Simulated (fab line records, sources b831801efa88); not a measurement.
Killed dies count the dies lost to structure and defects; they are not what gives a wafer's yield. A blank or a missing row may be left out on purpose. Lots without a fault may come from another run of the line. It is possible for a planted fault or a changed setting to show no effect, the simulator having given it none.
Matching of chambers | flow sky130 | cmp-02 running SKY_VIA4_CMP_21: 4 sister chambers
The step polishes, stops on SiO2, t overpolish 25 s, target thk 0 nm. 8 wafers are shown with their chamber, then 8 later ones without.

EACH WAFER AND ITS CHAMBER
wafer  | chamber | motor-current-A (A) | time-to-endpoint-s (s)
L241.3 | 1       | 10.3                | 125
L240.1 | 2       | 11.5                | 127
L240.5 | 2       | 11.4                | 126
L245.1 | 0       | 10.7                | 114
L245.6 | 1       | 10.2                | 122
L248.2 | 0       | 10.6                | 114
L248.6 | 3       | 10.8                | 122
L260.2 | 3       | 10.5                | 117

WAFERS MISSING THEIR CHAMBER
wafer  | motor-current-A (A) | time-to-endpoint-s (s)
L260.5 | 10.7                | 119
L260.6 | 11.2                | 119
L259.1 | 10.6                | 119
L259.2 | 11.5                | 114
L259.4 | 10.5                | 114
L262.1 | 10.9                | 121
L262.2 | 11.0                | 121
L262.4 | 10.7                | 122

THE CHAMBER EACH PASSED THROUGH
wafer  | from the rows above          | in truth
L260.5 | can't be placed: 3 or 0      | 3
L260.6 | can't be placed: 2 or 3 or 0 | 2
L259.1 | can't be placed: 3 or 0      | 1
L259.2 | can't be placed: 2 or 0 or 3 | 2
L259.4 | can't be placed: 0 or 3      | 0
L262.1 | can't be placed: 3 or 0      | 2
L262.2 | can't be placed: 3 or 0 or 2 | 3
L262.4 | 3                            | 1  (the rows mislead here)
Correct placement for 0 of the 8. These rows do not allow placing 7 (true chamber among the candidates in 5). Wrongly placed: 1.
How it was worked out, from the rows above alone: a wafer's distance from a chamber is the root of the sum, over the readings, of the square of ((its reading less the chamber's mean) divided by the reading's scatter). The wafer belongs to the nearest chamber; if the next one is less than 2 further off, it can't be placed. Each chamber's mean is taken over the wafers shown for it. The scatter: take each reading less its chamber's mean, square it, sum over the shown wafers, divide by the number of wafers less the number of chambers, and take the root.
